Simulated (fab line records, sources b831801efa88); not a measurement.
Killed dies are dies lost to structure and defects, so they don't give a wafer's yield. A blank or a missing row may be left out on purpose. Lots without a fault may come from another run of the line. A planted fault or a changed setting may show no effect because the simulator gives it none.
Tool commonality check | flow gf180mcu | 13 lots, 39 wafers sampled

WHY IT WAS OPENED
At GF_VT_IMPLANT_OVL_MEAS_29 the reading VT_IMPLANT_02_OVL is flagged on 3 of 13 lots. Wafers without a fault read 0.0 nm, standard deviation 1.4.
Rule: a lot is flagged when every wafer of it that has a number lies more than 4 standard deviations from that mean, or none has a number. The other lots count as sound.

lot  | measured     | on         | VT_IMPLANT_02_OVL (nm), wafer by wafer | flag
L732 | day 6 20:01  | overlay-02 | 0.3 -1.4 -0.1                          |
L734 | day 7 09:55  | overlay-01 | -0.8 -0.7 -0.3                         |
L737 | day 8 07:10  | overlay-01 | -1.1 -1.2 -0.8                         |
L739 | day 8 18:49  | overlay-01 | 0.1 1.0 0.8                            |
L741 | day 9 06:24  | overlay-01 | 0.8 -1.1 -0.3                          |
L743 | day 9 21:09  | overlay-02 | -0.3 -1.8 -0.2                         |
L745 | day 10 12:26 | overlay-01 | 2.9 -0.5 -0.5                          |
L748 | day 11 04:55 | overlay-01 | 235.3 233.9 234.1                      | FLAGGED
L750 | day 11 20:26 | overlay-02 | 0.9 -1.1 -1.1                          |
L751 | day 12 04:24 | overlay-02 | 238.0 236.9 236.5                      | FLAGGED
L752 | day 12 08:25 | overlay-02 | 236.5 235.5 237.0                      | FLAGGED
L753 | day 12 15:19 | overlay-01 | 1.0 3.6 0.0                            |
L754 | day 12 20:01 | overlay-01 | 2.8 4.2 2.2                            |
The numbers of the flagged lots are 236.0 nm on average: +236.0 nm against the usual, or +99 or more standard deviations.

WHICH TOOL RAN EACH LOT
The record holds 1 process step before the reading, out of a route of 602 steps. In each cell: the tool, then ch and the chambers that the sampled wafers went through, then the start.
lot  | flag    | GF_VT_IMPLANT_EXPOSE_26
L732 |         | iline_stepper-02 ch 0, day 6 12:55
L734 |         | iline_stepper-02 ch 0, day 7 02:23
L737 |         | iline_stepper-02 ch 0, day 7 23:02
L739 |         | iline_stepper-01 ch 0, day 8 11:13
L741 |         | iline_stepper-02 ch 0, day 8 21:30
L743 |         | iline_stepper-01 ch 0, day 9 12:54
L745 |         | iline_stepper-01 ch 0, day 10 03:31
L748 | FLAGGED | iline_stepper-02 ch 0, day 10 19:39
L750 |         | iline_stepper-01 ch 0, day 11 10:52
L751 | FLAGGED | iline_stepper-02 ch 0, day 11 19:14
L752 | FLAGGED | iline_stepper-02 ch 0, day 11 22:50
L753 |         | iline_stepper-01 ch 0, day 12 05:44
L754 |         | iline_stepper-01 ch 0, day 12 10:35
What these steps do:
- GF_VT_IMPLANT_EXPOSE_26: exposes mask LVPWELL HV AREA, target cd 860 nm.
- GF_VT_IMPLANT_OVL_MEAS_29

FLAGGED OVER TOTAL, TOOL BY TOOL (the gauges that took the reading come last)
step                      | tool             | lots run | flagged | share of the flagged lots | sound lots run after its first flagged lot
GF_VT_IMPLANT_EXPOSE_26   | iline_stepper-01 | 6        | 0       | none                      | -
GF_VT_IMPLANT_EXPOSE_26   | iline_stepper-02 | 7        | 3       | all                       | 0
GF_VT_IMPLANT_OVL_MEAS_29 | overlay-01       | 8        | 1       | some                      | 2 (L753,L754)
GF_VT_IMPLANT_OVL_MEAS_29 | overlay-02       | 5        | 2       | some                      | 0

WHAT THE TABLE ALLOWS
1 row of the table ran every flagged lot: iline_stepper-02 at GF_VT_IMPLANT_EXPOSE_26.
- iline_stepper-02 at GF_VT_IMPLANT_EXPOSE_26: 3 of its 7 lots flagged. Its last sound lot is L741 (day 8 21:30), its first flagged lot L748 (day 10 19:39): a fault that began between those two fits.
One tool is left: iline_stepper-02 at GF_VT_IMPLANT_EXPOSE_26.

WHAT THE SIMULATOR HAD PUT IN
Scanner matching overlay: iline_stepper-02, from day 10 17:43 on, at GF_VT_IMPLANT_EXPOSE_26. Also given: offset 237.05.
Lots struck among those shown: L748, L751, L752. The rule above found the same.
